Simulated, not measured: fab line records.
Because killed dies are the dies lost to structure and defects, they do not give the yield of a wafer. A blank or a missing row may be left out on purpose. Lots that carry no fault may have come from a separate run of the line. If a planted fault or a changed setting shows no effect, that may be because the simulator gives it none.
The tool behind it: which one? ; flow sky130 ; 27 wafers from 9 lots sampled at 3 of the route's 708 steps

WHAT THE GAUGES READ, wafer by wafer
SKY_METAL1_RS_MEAS_05: a four-point-probe measurement.
lot;measured;on;METAL1_ALCU_RS (ohm/sq)
L440;day 31 13:12;film_metro-03;0.1270 0.1292 0.1258
L441;day 31 21:20;film_metro-02;0.1270 0.1275 0.1289
L444;day 32 21:56;film_metro-03;0.1255 0.1273 0.1279
L447;day 33 21:13;film_metro-04;0.1266 0.1263 0.1265
L450;day 35 00:02;film_metro-02;0.1294 0.1279 0.1270
L456;day 36 19:20;film_metro-02;0.1319 0.1281 0.1259
L459;day 38 07:13;film_metro-04;0.1294 0.1269 0.1280
L461;day 38 13:25;film_metro-04;0.1271 0.1263 0.1274
L462;day 38 17:23;film_metro-04;0.1266 0.1244 0.1261

EACH LOT AND THE TOOL THAT RAN IT (in order: tool; ch and the chambers of the sampled wafers; start)
lot;SKY_CONTACT_SPUTTER_23;SKY_METAL1_SPUTTER_02
L440;pvd_sputter-02, day 31 12:21;pvd_sputter-02, day 31 13:03
L441;pvd_sputter-04, day 31 20:31;pvd_sputter-04, day 31 21:13
L444;pvd_sputter-02, day 32 21:08;pvd_sputter-01, day 32 21:50
L447;pvd_sputter-03, day 33 20:24;pvd_sputter-01, day 33 21:06
L450;pvd_sputter-03, day 34 23:13;pvd_sputter-02, day 34 23:55
L456;pvd_sputter-04, day 36 18:33;pvd_sputter-02, day 36 19:15
L459;pvd_sputter-02, day 38 06:18;pvd_sputter-01, day 38 07:07
L461;pvd_sputter-03, day 38 12:37;pvd_sputter-04, day 38 13:19
L462;pvd_sputter-03, day 38 16:32;pvd_sputter-01, day 38 17:14
- SKY_CONTACT_SPUTTER_23: material TiN, target thk 20 nm, time 80 s.
- SKY_METAL1_SPUTTER_02: material AlCu, target thk 250 nm, time 13.3 s.

THE ANSWER, worked out from the rows above alone
Rule: the usual values come from the lots themselves. The widest of any qualifying gaps counts: lots, ordered by their means at a reading, are off when they make up no more than a third of the lots, leave a main group of 4 or more, and stand apart from it by 3 or more times the standard deviation of that group's means. Not used: any main group whose means are identical at the precision the tables above print for the reading. Also off: a lot with no number at a reading for which 4 or more lots have one. Any other lot the step has rows for is counted as sound.
None of the lots is off at any reading shown; this tells nothing.

WHAT THE SIMULATOR PUT IN
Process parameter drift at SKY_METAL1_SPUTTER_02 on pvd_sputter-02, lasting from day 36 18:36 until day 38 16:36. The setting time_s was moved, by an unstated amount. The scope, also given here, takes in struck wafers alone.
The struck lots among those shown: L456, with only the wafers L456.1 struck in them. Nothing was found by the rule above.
